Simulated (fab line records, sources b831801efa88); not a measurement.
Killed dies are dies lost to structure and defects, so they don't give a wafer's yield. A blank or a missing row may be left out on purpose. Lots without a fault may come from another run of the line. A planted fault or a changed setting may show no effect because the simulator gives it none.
Problem report in the 8D (eight disciplines) form, filled by code | flow sfq_line | the parts of the form that need people (team, actions taken, sign-off) are left out

1. THE PROBLEM
L0_MONX_KI_RS at SFQ_L0_RS_MEAS_901 reads a mean of 67.2 ohm/sq on 2 wafers of 2 lots; wafers without a fault read 43.5 ohm/sq with a standard deviation of 0.4. That is +59 standard deviations from the usual mean.
The step: measures by four-point-probe.
First seen on wafer L364.2, day 4 15:34, on film_metro-02. The record holds 41 wafers of 14 lots with a number at this step. Rule for "out", or "out of limits": more than 4 standard deviations from the usual mean. The other wafers with a number count as sound.

2. WHAT IT IS AND WHAT IT IS NOT
question                    | is                           | is not
which readings at this step | L0_MONX_KI_RS                | -
which lots                  | L364, L366                   | L349, L350, L351, L352, L353, L356, L357, L365, L367, L368, L370, L372
which wafers of those lots  | L364.2, L366.4               | L364.1, L366.1, L366.5
read on which gauges        | film_metro-02, film_metro-04 | film_metro-01
when                        | from day 4 15:34             | up to then (22 sound wafers); but 17 sound wafers of L365, L366, L367, L368, L370, L372 came after

3. SUSPECTS, AND WHAT RULES EACH OUT
Counting: a tool at a process step up to the reading stays a suspect if it ran every lot that is out. Sound lots after the first of them don't rule it out here, since some wafers of a struck lot are sound.
- the gauge at SFQ_L0_RS_MEAS_901: ruled out. The wafers that are out were read on 2 gauges (film_metro-02, film_metro-04).
- pvd_sputter-06 at SFQ_TRILAYER_L0_DEP_SPUTTER_003 (material MoNx KI, target thk 40 nm, time 100 s): kept. It ran every lot that is out, first L364 (day 4 15:29); its last sound lot up to then is L353 (day 2 08:29).
Left after counting: pvd_sputter-06 at SFQ_TRILAYER_L0_DEP_SPUTTER_003.

4. THE CAUSE (what the simulator had put in)
Process parameter drift: pvd_sputter-06, from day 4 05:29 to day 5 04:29, at SFQ_TRILAYER_L0_DEP_SPUTTER_003. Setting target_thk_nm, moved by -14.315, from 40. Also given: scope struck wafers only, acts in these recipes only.
Counting left only this tool.

5. THE CHAIN OF EFFECTS, in route order
Each row: a reading whose mean over the struck wafers that have a number lies more than 3 standard deviations from the usual. Only readings for which the record gives a usual standard deviation are gone through. hours: the time from each lot's start at the first step in this table that gives one to its start at this step, as a median over the lots. sigmas: the change in usual standard deviations.
hours | step                                | reading        | usual       | on struck wafers | change | sigmas
0     | SFQ_L0_RS_MEAS_901                  | L0_MONX_KI_RS  | 43.5 ohm/sq | 67.2             | +23.7  | +59
3     | SFQ_L0_THK_MEAS_902                 | L0_MONX_KI_THK | 40.0 nm     | 25.9             | -14.1  | -34
35    | SFQ_TRILAYER_L0_ETCH_METAL_ETCH_008 | oes_product_au | 0.873 a.u.  | 0.701            | -0.172 | -28
The process steps in it:
- SFQ_TRILAYER_L0_ETCH_METAL_ETCH_008: etches MoNx KI in SF6/O2, stops on SiO2, target depth 50 nm, time 25 s.

6. WHAT WOULD HAVE CAUGHT IT SOONER
In this record the first reading out of limits at a measuring or inspecting step was taken at day 4 15:34, 10 hours after the fault began at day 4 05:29.
Of the tool readings at SFQ_TRILAYER_L0_DEP_SPUTTER_003 for which the record gives a usual standard deviation, none was out on any struck wafer, so an alarm limit of 4 standard deviations on them would not have fired.
Of the lots that are out (2), L366 began SFQ_TRILAYER_L0_DEP_SPUTTER_003 on pvd_sputter-06 after day 4 15:34. A hold on the tool at that time would have spared it.
